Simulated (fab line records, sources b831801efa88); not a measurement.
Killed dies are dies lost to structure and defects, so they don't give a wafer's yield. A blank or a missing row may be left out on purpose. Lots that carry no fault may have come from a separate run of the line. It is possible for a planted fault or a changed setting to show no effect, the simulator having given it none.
Struck lot and sound lot, side by side ; flow sky130 ; 15 out of 708 route steps
Sound: these wafers, L657.1, L657.5, L657.6. Wafers L662.1, L662.2, L662.3 were the ones struck. Last of all comes the cause.
Order at every step that has rows: each side's tool, ch and its chambers, its first start. Under that, the readings that differ: sound wafers ; struck wafers ; difference of the means ; sigmas: that difference in standard deviations of wafers without a fault.
alike: readings with means less than 2 such deviations apart, plus words and numbers identical on both sides. not compared: withheld readings, readings lacking a value on some wafer, bounds such as >300 that could conceal the same value, and numbers that have no deviation in the record and whose values overlap.
Wherever a step has rows on one side only, a row that says differs or no value, or a row with sigmas, the two part there. When numbers do not overlap yet have no deviation, they are printed without sigmas and do not part them. A reading that every wafer of one side lacks parts them only if that side has two wafers or more.

SKY_POLY_GATE_THK_MEAS_21:
  sound on film metro-04, day 20 15:36; struck on film metro-04, day 22 04:40
  alike: POLY_GATE_OXIDATION_THK
SKY_POLY_GATE_CD_MEAS_22:
  sound on cd sem-01, day 20 15:40; struck on cd sem-01, day 22 04:43
  alike: cd nm
then, 7 steps without rows for these wafers: SKY_LDD_N_DEHYDRATE_00 (time 60 s); SKY_LDD_N_HMDS_01 (prime time 60 s); SKY_LDD_N_COAT_02 (resist thk 300 nm); SKY_LDD_N_SOFTBAKE_03 (time 60 s); SKY_LDD_N_EXPOSE_04 (exposes mask NTM, target cd 840 nm); SKY_LDD_N_PEB_05; SKY_LDD_N_DEVELOP_06 (develop time 60 s).
SKY_LDD_N_OVL_MEAS_07:
  sound on overlay-02, day 21 22:24; struck on overlay-01, day 23 10:16
  alike: LDD_N_OVL
then, 2 steps without rows for these wafers: SKY_LDD_N_IMPLANT_08; SKY_LDD_N_IMPLANT_09.
SKY_LDD_N_IMPLANT_10:
  sound on implanter-04 ch 0, day 21 22:44; struck on implanter-01 ch 0, day 23 10:37
reading;sound;struck;difference;sigmas
beam energy keV;20.000 20.013 19.995;18.151 18.151 18.152;-1.851;-99 or more
model.implant.rp nm (nm);15.86 15.86 15.86;14.85 14.85 14.85;-1.01;
model.implant.drp nm (nm);7.212 7.212 7.212;6.747 6.747 6.747;-0.465;
after that, 1 step had no rows for these wafers: SKY_LDD_N_IMPLANT_11.
-- record jumps: 26 days separate the struck wafers' starts on either side; left off in module LDD_N, taken up again in module PAD_OPEN, whose first shown step is the route's number 708 --
SKY_PAD_OPEN_PROBE_99:
  sound on prober-02, day 48 14:46; struck on prober-01, day 49 13:55
  alike: killed_at_M0_to_M3, killed_at_M4_up, killed at contacts, killed at front end, killed at other, killed dies, killed open, killed short
  not compared: model.etest.tip n.rs ohm sq

## WHERE THEY PART
SKY_LDD_N_IMPLANT_10 only, going by this record. Later steps at which nothing parts them and some readings are alike: SKY_PAD_OPEN_PROBE_99.

WHY: what had been put in by the simulator
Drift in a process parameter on implanter-01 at SKY_LDD_N_IMPLANT_10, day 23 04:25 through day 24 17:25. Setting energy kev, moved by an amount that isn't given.
